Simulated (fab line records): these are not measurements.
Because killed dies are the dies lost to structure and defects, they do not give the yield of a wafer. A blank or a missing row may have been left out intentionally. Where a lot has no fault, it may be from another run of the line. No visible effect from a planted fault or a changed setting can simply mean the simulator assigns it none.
Matching of chambers | flow sky130 | SKY_FIELD_ISO_ETCH_15 on rie-diel-04: 4 sister chambers
The step etches the open film in CHF3/O2, stops on Si, target depth 180 nm, time 72 s. 8 wafers are shown with their chamber, then 9 later ones without.

WAFERS WITH THEIR CHAMBER
wafer  | chamber | drypump-motor-current-A (A) | chamber-pressure-mTorr (mTorr)
L773.4 | 1       | 5.81                        | 39.97
L773.5 | 2       | 5.72                        | 40.07
L774.3 | 1       | 5.84                        | 40.00
L774.5 | 0       | 6.08                        | 39.97
L774.6 | 3       | 5.34                        | 39.97
L778.1 | 3       | 5.34                        | 40.00
L778.2 | 0       | 6.08                        | 40.01
L778.3 | 2       | 5.68                        | 40.02

WAFERS WHOSE CHAMBER IS MISSING
wafer  | drypump-motor-current-A (A) | chamber-pressure-mTorr (mTorr)
L779.4 | 5.33                        | 40.02
L779.5 | 5.85                        | 39.98
L779.6 | 5.75                        | 40.04
L780.3 | 6.08                        | 40.01
L780.4 | 5.80                        | 40.01
L780.5 | 5.35                        | 39.99
L781.1 | 5.68                        | 39.98
L781.2 | 6.09                        | 39.96
L781.6 | 6.09                        | 39.96

EACH ONE'S CHAMBER
wafer  | from the rows above     | in truth
L779.4 | 3                       | 3
L779.5 | 1                       | 1
L779.6 | can't be placed: 2 or 1 | 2
L780.3 | 0                       | 0
L780.4 | 1                       | 1
L780.5 | 3                       | 3
L781.1 | 2                       | 2
L781.2 | 0                       | 0
L781.6 | 0                       | 0
Correct placement for 8 of the 9. Not placeable from these rows: 1 (in 1, the candidates include the true chamber). Number placed wrongly: 0.
How it was worked out, from the rows above alone: a wafer's distance from a chamber is the root of the sum, over the readings, of the square of ((its reading less the chamber's mean) divided by the reading's scatter). The wafer belongs to the nearest chamber; if the next one is less than 2 further off, it can't be placed. For every chamber, the mean is computed from those of its wafers that are shown. How the scatter is found: for the shown wafers, subtract from each reading the mean of its chamber, square and add these, divide the total by (wafers less chambers), then take the root.
